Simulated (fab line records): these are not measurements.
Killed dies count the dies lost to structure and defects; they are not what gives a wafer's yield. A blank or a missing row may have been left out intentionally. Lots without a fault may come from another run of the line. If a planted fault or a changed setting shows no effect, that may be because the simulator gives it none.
Code-filled problem report in 8D (eight disciplines) form ; flow sky130 ; the parts of the form that need people (team, actions taken, sign-off) are left out

## 1. WHAT WENT WRONG
Across 2 wafers from 2 lots, PASSIVATION_CVD_02_THK at SKY_PASSIVATION_THK_MEAS_03 averages 594 nm, while fault-free wafers read 540 nm with a standard deviation of 7.3. That puts it +7.5 standard deviations away from the usual mean.
First observed at day 47 18:25: wafer L157.2, on film metro-01. The record has a number at this step for 36 wafers belonging to 12 lots. The rule behind "out" and "out of limits": a value lying over 4 standard deviations away from the usual mean. The rest of the wafers with a number are treated as sound.

## 2. WHAT IT IS; WHAT IT IS NOT
question;is;is not
which readings at this step;PASSIVATION_CVD_02_THK;-
which lots;L157, L160;L148, L149, L151, L153, L154, L155, L156, L158, L166, L169
which wafers of those lots;L157.2, L160.1;L157.3, L157.4, L160.4, L160.5
read on which gauges;film metro-01, film metro-02;film metro-03
when;from day 47 18:25;"up to then (23 sound wafers); but 11 sound wafers of L158, L160, L166, L169 came after"

## 3. THE SUSPECTS, EACH WITH WHAT RULES IT OUT
Counting: a tool at a process step up to the reading stays a suspect if it ran every lot that is out. Sound lots after the first of them don't rule it out here, since some wafers of a struck lot are sound.
- the gauge at SKY_PASSIVATION_THK_MEAS_03: ruled out. The wafers that are out were read on 2 gauges (film metro-01, film metro-02).
- pecvd-01 at SKY_PASSIVATION_CVD_02 (deposits Si3N4, target thk 540 nm): kept. It ran every lot that is out, first L157 (day 47 18:04); its last sound lot up to then is L154 (day 46 14:25).
Left after counting: pecvd-01 at SKY_PASSIVATION_CVD_02.

## 4. THE CAUSE (what the simulator had put in)
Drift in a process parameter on pecvd-01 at SKY_PASSIVATION_CVD_02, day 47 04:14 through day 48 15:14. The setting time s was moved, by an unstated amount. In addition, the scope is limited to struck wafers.
Counting left only this tool.

## 5. THE CHAIN OF EFFECTS, in route order
Rows list readings where the struck wafers' mean (over those with a number) sits beyond 3 standard deviations from the usual. Only readings for which the record gives a usual standard deviation are gone through. hours: the time from each lot's start at the first step in this table that gives one to its start at this step, as a median over the lots. sigmas: the change in usual standard deviations.
hours;step;reading;usual;on struck wafers;change;sigmas
0;SKY_PASSIVATION_THK_MEAS_03;PASSIVATION_CVD_02_THK;540 nm;594;+54;+7.5

## 6. WHAT WOULD HAVE CAUGHT IT SOONER
The first out-of-limits reading at a measuring or inspecting step in this record came at day 47 18:25, 14 hours after the fault's start at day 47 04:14.
An alarm limit of 4 standard deviations would not have fired on the tool readings at SKY_PASSIVATION_CVD_02 for which the record gives a usual standard deviation, since none of them was out on any struck wafer.
L160, from the lots that are out (2), started SKY_PASSIVATION_CVD_02 on pecvd-01 later than day 47 18:25. Putting the tool on hold at that point would have spared it.
